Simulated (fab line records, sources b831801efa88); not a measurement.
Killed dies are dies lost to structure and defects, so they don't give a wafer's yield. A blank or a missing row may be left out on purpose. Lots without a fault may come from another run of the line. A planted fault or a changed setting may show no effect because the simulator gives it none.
Tool commonality check | flow gf180mcu | 12 lots, 36 wafers sampled

WHY IT WAS OPENED
At GF_HV_LDD_THK_MEAS_57 the reading HV_LDD_CVD_56_THK is flagged on 2 of 12 lots. Wafers without a fault read 90.2 nm, standard deviation 0.85.
Rule: a lot is flagged when every wafer of it that has a number lies more than 4 standard deviations from that mean, or none has a number. The other lots count as sound.

lot  | measured     | on            | HV_LDD_CVD_56_THK (nm), wafer by wafer | flag
L985 | day 12 12:49 | film_metro-01 | 89.1 88.9 89.2                         |
L986 | day 12 18:43 | film_metro-02 | 89.4 90.0 89.3                         |
L987 | day 13 06:02 | film_metro-02 | 90.3 88.6 90.3                         |
L989 | day 13 20:38 | film_metro-03 | 89.4 89.8 89.7                         |
L990 | day 14 07:50 | film_metro-02 | 90.9 90.7 91.1                         |
L991 | day 14 14:34 | film_metro-01 | 89.5 89.7 89.6                         |
L992 | day 15 04:16 | film_metro-01 | 91.2 92.1 90.8                         |
L998 | day 16 22:17 | film_metro-03 | 95.8 95.8 95.6                         | FLAGGED
L102 | day 18 07:00 | film_metro-03 | 94.1 94.7 94.5                         | FLAGGED
L104 | day 18 19:05 | film_metro-02 | 89.5 89.1 89.4                         |
L106 | day 19 14:08 | film_metro-03 | 91.1 90.7 90.4                         |
L107 | day 20 01:11 | film_metro-03 | 90.6 90.4 90.9                         |
The numbers of the flagged lots are 95.1 nm on average: +4.9 nm against the usual, or +6 standard deviations.

WHICH TOOL RAN EACH LOT
The record holds 1 process step before the reading, out of a route of 602 steps. In each cell: the tool, then ch and the chambers that the sampled wafers went through, then the start.
lot  | flag    | GF_HV_LDD_CVD_56
L985 |         | lpcvd-02 ch 0, day 12 11:22
L986 |         | lpcvd-02 ch 1, day 12 17:17
L987 |         | lpcvd-02 ch 1, day 13 04:35
L989 |         | lpcvd-02 ch 1, day 13 19:11
L990 |         | lpcvd-01 ch 0, day 14 06:24
L991 |         | lpcvd-02 ch 0, day 14 13:08
L992 |         | lpcvd-02 ch 1, day 15 02:49
L998 | FLAGGED | lpcvd-01 ch 0, day 16 20:50
L102 | FLAGGED | lpcvd-01 ch 1, day 18 05:34
L104 |         | lpcvd-02 ch 0, day 18 17:38
L106 |         | lpcvd-02 ch 1, day 19 12:42
L107 |         | lpcvd-02 ch 0, day 19 23:45
What these steps do:
- GF_HV_LDD_CVD_56: deposits Si3N4 from DCS/NH3, target thk 90 nm, time 1543 s.
- GF_HV_LDD_THK_MEAS_57

FLAGGED OVER TOTAL, TOOL BY TOOL (the gauges that took the reading come last)
step                  | tool          | lots run | flagged | share of the flagged lots | sound lots run after its first flagged lot
GF_HV_LDD_CVD_56      | lpcvd-01      | 3        | 2       | all                       | 0
GF_HV_LDD_CVD_56      | lpcvd-02      | 9        | 0       | none                      | -
GF_HV_LDD_THK_MEAS_57 | film_metro-01 | 3        | 0       | none                      | -
GF_HV_LDD_THK_MEAS_57 | film_metro-02 | 4        | 0       | none                      | -
GF_HV_LDD_THK_MEAS_57 | film_metro-03 | 5        | 2       | all                       | 2 (L106,L107)

WHAT THE TABLE ALLOWS
2 rows of the table ran every flagged lot: lpcvd-01 at GF_HV_LDD_CVD_56, film_metro-03 at GF_HV_LDD_THK_MEAS_57.
- lpcvd-01 at GF_HV_LDD_CVD_56: 2 of its 3 lots flagged. Its last sound lot is L990 (day 14 06:24), its first flagged lot L998 (day 16 20:50): a fault that began between those two fits.
- film_metro-03 at GF_HV_LDD_THK_MEAS_57: 2 of its 5 lots flagged. Sound lots ran on it after the first flagged one (L106, L107), which a lasting fault on the whole tool wouldn't allow.
One tool is left: lpcvd-01 at GF_HV_LDD_CVD_56.

WHAT THE SIMULATOR HAD PUT IN
Process parameter drift: lpcvd-01, from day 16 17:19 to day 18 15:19, at GF_HV_LDD_CVD_56. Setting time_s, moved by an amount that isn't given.
Lots struck among those shown: L998, L102. The rule above found the same.
